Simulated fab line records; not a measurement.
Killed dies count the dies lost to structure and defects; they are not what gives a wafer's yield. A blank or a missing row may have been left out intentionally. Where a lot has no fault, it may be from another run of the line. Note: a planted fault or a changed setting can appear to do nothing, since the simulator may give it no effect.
Chamber matching | flow gf180mcu | GF_V2_CMP_04 on cmp-02: 4 sister chambers
The step polishes SiO2. 7 wafers are shown with their chamber, then 7 later ones without.

WAFERS PAIRED WITH THEIR CHAMBERS
wafer  | chamber | motorCurrentA (A) | timeToEndpointS (s)
L710.4 | 2       | 12.0              | 71
L714.5 | 1       | 11.9              | 76
L715.1 | 3       | 12.8              | 61
L715.3 | 0       | 11.2              | 77
L715.6 | 0       | 11.6              | 81
L718.2 | 3       | 13.6              | 77
L718.3 | 1       | 12.4              | 80

WAFERS MISSING THEIR CHAMBER
wafer  | motorCurrentA (A) | timeToEndpointS (s)
L718.4 | 11.5              | 88
L719.3 | 12.1              | 82
L719.5 | 12.3              | 91
L719.6 | 11.3              | 88
L720.1 | 12.0              | 79
L720.4 | 14.0              | 75
L720.6 | 14.2              | 79

WHICH CHAMBER EACH WENT THROUGH
wafer  | from the rows above               | in truth
L718.4 | can't be placed: 0 or 1 or 2      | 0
L719.3 | can't be placed: 1 or 2 or 0      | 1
L719.5 | can't be placed: 1 or 0 or 2 or 3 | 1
L719.6 | can't be placed: 0 or 1 or 2      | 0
L720.1 | can't be placed: 1 or 2 or 0      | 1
L720.4 | 3                                 | 3
L720.6 | 3                                 | 3
Placed correctly: 2 of 7. Not placeable from these rows: 5 (in 5, the candidates include the true chamber). Wrongly placed: 0.
How it was worked out, from the rows above alone: a wafer's distance from a chamber is the root of the sum, over the readings, of the square of ((its reading less the chamber's mean) divided by the reading's scatter). The wafer belongs to the nearest chamber; if the next one is less than 2 further off, it can't be placed. Each chamber's mean is taken over the wafers shown for it. The scatter: the root of (the sum of the squares of (reading less its chamber's mean) over the shown wafers, divided by (wafers less chambers)).
